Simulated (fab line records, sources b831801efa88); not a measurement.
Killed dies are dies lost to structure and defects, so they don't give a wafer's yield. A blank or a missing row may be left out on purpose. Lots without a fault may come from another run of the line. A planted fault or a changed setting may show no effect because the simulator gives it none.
Split-lot experiment | flow gf180mcu | 5 lots, 23 wafers read, on a route of 602 steps

THE SPLIT
At GF_M3_EXPOSE_11 (exposes mask Metal3, target cd 280 nm), the setting dose_mj was moved away from the recipe's 28 on 7 of the 23 wafers read, by -5.5% to +2.3%. The other wafers ran this setting at the recipe's value.

FROM THE SPLIT TO THE READING: what the file shows between them, 2 steps
- GF_M3_PEB_12: peb time 90 s
- GF_M3_DEVELOP_13: develop time 57.74 s

THE READING
cd_nm, in nm, at GF_M3_CD_MEAS_14 (target cd 280 nm). Fault-free wafers of this fab line usually give 280.1 nm, standard deviation 1 nm.

wafer  | tool, chamber at the split | dose_mj as run | against the recipe | cd_nm, nm | against lot-mates on the recipe
L077.2 | krf_scanner-02, 0          | 28             | recipe             | 280.9     | -
L077.3 | krf_scanner-02, 0          | 28             | recipe             | 281.4     | -
L077.4 | krf_scanner-02, 0          | 28.65          | +2.3%              | 277.9     | -3.3
L077.5 | krf_scanner-02, 0          | 28             | recipe             | 281.3     | -
L077.6 | krf_scanner-02, 0          | 28.65          | +2.3%              | 276.7     | -4.5
L076.1 | krf_scanner-01, 0          | 28             | recipe             | 279.4     | -
L076.2 | krf_scanner-01, 0          | 28             | recipe             | 279.5     | -
L076.3 | krf_scanner-01, 0          | 26.45          | -5.5%              | 287.7     | +8.2
L076.5 | krf_scanner-01, 0          | 26.45          | -5.5%              | 288.9     | +9.4
L076.6 | krf_scanner-01, 0          | 28             | recipe             | 279.6     | -
L081.2 | krf_scanner-02, 0          | 28             | recipe             | 280.8     | -
L081.3 | krf_scanner-02, 0          | 28             | recipe             | 280.8     | -
L081.4 | krf_scanner-02, 0          | 28             | recipe             | 279.8     | -
L080.2 | krf_scanner-01, 0          | 28             | recipe             | 279.8     | -
L080.3 | krf_scanner-01, 0          | 28             | recipe             | 279.0     | -
L080.4 | krf_scanner-01, 0          | 28             | recipe             | 280.0     | -
L080.5 | krf_scanner-01, 0          | 28             | recipe             | 279.4     | -
L080.6 | krf_scanner-01, 0          | 28             | recipe             | 278.8     | -
L083.2 | krf_scanner-01, 0          | 26.49          | -5.4%              | 287.6     | +8.0
L083.3 | krf_scanner-01, 0          | 26.49          | -5.4%              | 288.5     | +8.9
L083.4 | krf_scanner-01, 0          | 28             | recipe             | 279.7     | -
L083.5 | krf_scanner-01, 0          | 26.49          | -5.4%              | 287.8     | +8.2
L083.6 | krf_scanner-01, 0          | 28             | recipe             | 279.5     | -

THE FIT
A straight line over all 23 wafers: cd_nm changes by -1.45 nm for each +1% of dose_mj; r = -0.98; the points scatter about the line by 0.77 nm.
The same after taking each lot's own level away (the mean of its wafers on the recipe; 23 wafers): -1.58 nm for each +1%; r = -0.99; scatter 0.43 nm.
On that fit, the largest move of dose_mj shifts the reading by 8.7 nm.
The lots' own levels span 279.40 to 281.20 nm, that is 1.8 times the standard deviation above.
So the lot-to-lot level changes the slope little: the two slopes agree.
Check: with one of the wafers moved furthest among these (-5.5%) left out of the fit, the line predicts +8.83 nm for it against its lot-mates. It came out at +8.2 nm against them.

OTHER SPLITS ON THESE WAFERS
These wafers also went through other splits before the reading. Each is held against what the fit with the lots' levels taken away leaves over:
other split on the same wafers   | wafers away from the commonest value | r with cd_nm (lot level and that fit taken away)
GF_HV_LDD_CVD_56 temp_c          | 15                                   | -0.10
GF_HV_LDD_ETCHBACK_58 source_w   | 8                                    | -0.04
GF_PSD_DEVELOP_06 develop_time_s | 9                                    | -0.07
GF_PSD_IMPLANT_09 energy_kev     | 6                                    | -0.17
GF_CONTACT_SPUTTER_22 time_s     | 9                                    | -0.03
GF_M1_EXPOSE_11 dose_mj          | 5                                    | -0.14
GF_M1_METAL_ETCH_16 icp_w        | 10                                   | +0.08
GF_V1_COAT_09 resist_thk_nm      | 7                                    | +0.30
GF_M2_SPUTTER_03 power_w         | 5                                    | -0.06
GF_M3_SPUTTER_04 power_w         | 10                                   | -0.21

THE WHOLE CHAIN: every reading that the file lists as answering this split, in the file's order
step             | what it does         | reading                                                   | change (the file's fit)              | r (the file's)
GF_M3_DEVELOP_13 | develop time 57.74 s | M3.cd_nm (the simulator's own value, which no gauge read) | -1.56 nm for each +1% of the setting | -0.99
GF_M3_CD_MEAS_14 | target cd 280 nm     | cd_nm                                                     | -1.58 nm for each +1% of the setting | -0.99

THE FILE'S OWN FIT
cd_nm changes by -1.58 nm for each +1% of dose_mj, r = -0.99.
